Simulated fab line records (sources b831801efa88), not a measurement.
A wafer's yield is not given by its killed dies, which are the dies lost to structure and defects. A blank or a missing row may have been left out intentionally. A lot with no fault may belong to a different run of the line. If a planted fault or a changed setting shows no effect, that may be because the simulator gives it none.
Which tool was responsible? / flow sky130 / 6 lots, 18 wafers sampled, at 1 step of a route of 708

WHAT THE GAUGES SHOWED, per wafer
SKY_SD_P_CD_MEAS_07: the cd target is 380 nm.
lot=L365; measured=day 26 14:00; on=cd-sem-01; cd-nm (nm)=378.2 378.1 378.0
lot=L367; measured=day 27 03:10; on=cd-sem-01; cd-nm (nm)=383.5 382.4 381.1
lot=L370; measured=day 28 18:11; on=cd-sem-02; cd-nm (nm)=379.9 380.6 376.9
lot=L375; measured=day 30 12:16; on=cd-sem-02; cd-nm (nm)=375.9 376.1 377.4
lot=L378; measured=day 30 20:58; on=cd-sem-02; cd-nm (nm)=383.3 381.3 381.3
lot=L381; measured=day 31 15:35; on=cd-sem-01; cd-nm (nm)=381.5 378.8 380.4

WHICH TOOL RAN EACH LOT (tool, then ch and the chambers of the sampled wafers, then the start)
The record shows no process step preceding these readings.

THE ANSWER, worked out from the rows above alone
Rule: what is usual is taken from the lots themselves. The widest of any qualifying gaps counts: lots, ordered by their means at a reading, are off when they make up no more than a third of the lots, leave a main group of 4 or more, and stand apart from it by 3 or more times the standard deviation of that group's means. A main group is skipped when, at the precision printed for the reading in the tables above, its means are all equal. Also off: a lot with no number at a reading for which 4 or more lots have one. Where the step has rows for the other lots, those lots are counted as sound.
No lot is off on any of the readings shown, so nothing can be concluded from this.

WHAT THE SIMULATOR HAD INSERTED
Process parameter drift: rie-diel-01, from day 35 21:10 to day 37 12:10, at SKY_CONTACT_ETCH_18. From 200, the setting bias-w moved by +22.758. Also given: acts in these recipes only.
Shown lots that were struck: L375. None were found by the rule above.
